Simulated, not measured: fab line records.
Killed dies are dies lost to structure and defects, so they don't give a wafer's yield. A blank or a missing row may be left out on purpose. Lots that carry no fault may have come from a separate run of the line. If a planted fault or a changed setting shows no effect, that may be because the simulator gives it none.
Matching of chambers | flow sky130 | 4 sister chambers for SKY_VIA1_CMP_02 on cmp-02
The step polishes SiO2. 8 wafers are shown with their chamber, then 7 later ones without.

== WAFERS, EACH WITH ITS CHAMBER ==
wafer  | chamber | motor_current_A (A) | edge_zone_pressure_frac
L465.6 | 3       | 11.3                | 0.999
L466.4 | 1       | 14.2                | 0.994
L466.5 | 1       | 13.5                | 1.001
L469.2 | 3       | 11.4                | 0.998
L469.3 | 2       | 9.6                 | 1.000
L469.4 | 0       | 13.0                | 0.993
L470.1 | 0       | 13.5                | 0.997
L470.4 | 2       | 9.9                 | 1.002

== WAFERS WITHOUT THEIR CHAMBER ==
wafer  | motor_current_A (A) | edge_zone_pressure_frac
L470.5 | 9.6                 | 1.002
L472.2 | 13.3                | 1.007
L472.3 | 12.6                | 0.996
L472.5 | 13.1                | 0.993
L479.1 | 12.8                | 1.011
L479.2 | 11.5                | 0.996
L479.4 | 14.1                | 1.002

== CHAMBER TAKEN BY EACH ==
wafer  | from the rows above          | in truth
L470.5 | 2                            | 2
L472.2 | can't be placed: 1 or 0      | 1
L472.3 | can't be placed: 0 or 1 or 3 | 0
L472.5 | can't be placed: 0 or 1      | 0
L479.1 | can't be placed: 0 or 1 or 3 | 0
L479.2 | 3                            | 3
L479.4 | can't be placed: 1 or 0      | 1
Placed correctly: 2 of 7. Not placeable from these rows: 5 (in 5, the candidates include the true chamber). Number placed wrongly: 0.
How it was worked out, from the rows above alone: a wafer's distance from a chamber is the root of the sum, over the readings, of the square of ((its reading less the chamber's mean) divided by the reading's scatter). The wafer belongs to the nearest chamber; if the next one is less than 2 further off, it can't be placed. A chamber's mean is the mean of its shown wafers. The scatter is the square root of a quotient: the sum, over the shown wafers, of each reading's squared deviation from its chamber's mean, divided by wafers minus chambers.
